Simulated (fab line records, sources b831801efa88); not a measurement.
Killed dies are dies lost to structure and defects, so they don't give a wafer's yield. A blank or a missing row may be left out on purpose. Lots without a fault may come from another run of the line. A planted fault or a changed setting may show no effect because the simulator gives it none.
Tool commonality check | flow gf180mcu | 12 lots, 36 wafers sampled

WHY IT WAS OPENED
At GF_HV_LDD_TW_MEAS_50 the reading HV_LDD_4_TW is flagged on 3 of 12 lots. Wafers without a fault read 566, standard deviation 3.3.
Rule: a lot is flagged when every wafer of it that has a number lies more than 4 standard deviations from that mean, or none has a number. The other lots count as sound.

lot  | measured     | on            | HV_LDD_4_TW, wafer by wafer | flag
L246 | day 12 12:39 | film_metro-01 | 563 561 560                 |
L247 | day 12 18:55 | film_metro-01 | 561 563 563                 |
L248 | day 13 05:05 | film_metro-03 | 569 567 570                 |
L249 | day 13 09:02 | film_metro-04 | 570 569 571                 |
L251 | day 14 03:25 | film_metro-04 | 606 606 606                 | FLAGGED
L253 | day 14 13:37 | film_metro-01 | 602 601 601                 | FLAGGED
L254 | day 15 00:18 | film_metro-01 | 602 601 598                 | FLAGGED
L260 | day 17 10:08 | film_metro-03 | 567 568 567                 |
L261 | day 17 10:54 | film_metro-04 | 567 569 565                 |
L263 | day 18 02:31 | film_metro-01 | 566 565 567                 |
L265 | day 18 18:17 | film_metro-01 | 565 566 568                 |
L266 | day 19 03:53 | film_metro-03 | 566 574 571                 |
The numbers of the flagged lots are 603 on average: +37 against the usual, or +11 standard deviations.

WHICH TOOL RAN EACH LOT
The record holds 2 process steps before the reading, out of a route of 602 steps. In each cell: the tool, then ch and the chambers that the sampled wafers went through, then the start.
lot  | flag    | GF_HV_LDD_STRIP_22                   | GF_HV_LDD_IMPLANT_48
L246 |         | plasma_asher-04 ch 0,1, day 10 21:00 | implanter-04 ch 0, day 12 12:25
L247 |         | plasma_asher-04 ch 0,1, day 11 04:20 | implanter-01 ch 0, day 12 18:41
L248 |         | plasma_asher-01 ch 0,1, day 11 13:20 | implanter-02 ch 0, day 13 04:51
L249 |         | plasma_asher-03 ch 0,1, day 11 16:43 | implanter-01 ch 0, day 13 08:48
L251 | FLAGGED | plasma_asher-01 ch 0,1, day 12 07:44 | implanter-01 ch 0, day 14 03:10
L253 | FLAGGED | plasma_asher-04 ch 0,1, day 12 19:41 | implanter-01 ch 0, day 14 13:22
L254 | FLAGGED | plasma_asher-03 ch 0,1, day 13 06:12 | implanter-01 ch 0, day 15 00:03
L260 |         | plasma_asher-03 ch 0,1, day 15 04:37 | implanter-01 ch 0, day 17 09:54
L261 |         | plasma_asher-01 ch 0,1, day 15 13:17 | implanter-01 ch 0, day 17 10:39
L263 |         | plasma_asher-03 ch 0,1, day 16 03:27 | implanter-01 ch 0, day 18 02:16
L265 |         | plasma_asher-03 ch 1, day 16 18:14   | implanter-04 ch 0, day 18 18:02
L266 |         | plasma_asher-04 ch 1, day 17 02:50   | implanter-02 ch 0, day 19 03:38
What these steps do:
- GF_HV_LDD_STRIP_22: strips in O2/N2.
- GF_HV_LDD_IMPLANT_48
- GF_HV_LDD_TW_MEAS_50

FLAGGED OVER TOTAL, TOOL BY TOOL (the gauges that took the reading come last)
step                 | tool            | lots run | flagged | share of the flagged lots | sound lots run after its first flagged lot
GF_HV_LDD_STRIP_22   | plasma_asher-01 | 3        | 1       | some                      | 1 (L261)
GF_HV_LDD_STRIP_22   | plasma_asher-03 | 5        | 1       | some                      | 3 (L260,L263,L265)
GF_HV_LDD_STRIP_22   | plasma_asher-04 | 4        | 1       | some                      | 1 (L266)
GF_HV_LDD_IMPLANT_48 | implanter-01    | 8        | 3       | all                       | 3 (L260,L261,L263)
GF_HV_LDD_IMPLANT_48 | implanter-02    | 2        | 0       | none                      | -
GF_HV_LDD_IMPLANT_48 | implanter-04    | 2        | 0       | none                      | -
GF_HV_LDD_TW_MEAS_50 | film_metro-01   | 6        | 2       | some                      | 2 (L263,L265)
GF_HV_LDD_TW_MEAS_50 | film_metro-03   | 3        | 0       | none                      | -
GF_HV_LDD_TW_MEAS_50 | film_metro-04   | 3        | 1       | some                      | 1 (L261)

WHAT THE TABLE ALLOWS
1 row of the table ran every flagged lot: implanter-01 at GF_HV_LDD_IMPLANT_48.
- implanter-01 at GF_HV_LDD_IMPLANT_48: 3 of its 8 lots flagged. Sound lots ran on it after the first flagged one (L260, L261, L263), which a lasting fault on the whole tool wouldn't allow. Its own readings lie more than 4 standard deviations out on every wafer of the flagged lots: beam_energy_keV.
No row of the table ran every flagged lot and no sound lot after the first.

WHAT THE SIMULATOR HAD PUT IN
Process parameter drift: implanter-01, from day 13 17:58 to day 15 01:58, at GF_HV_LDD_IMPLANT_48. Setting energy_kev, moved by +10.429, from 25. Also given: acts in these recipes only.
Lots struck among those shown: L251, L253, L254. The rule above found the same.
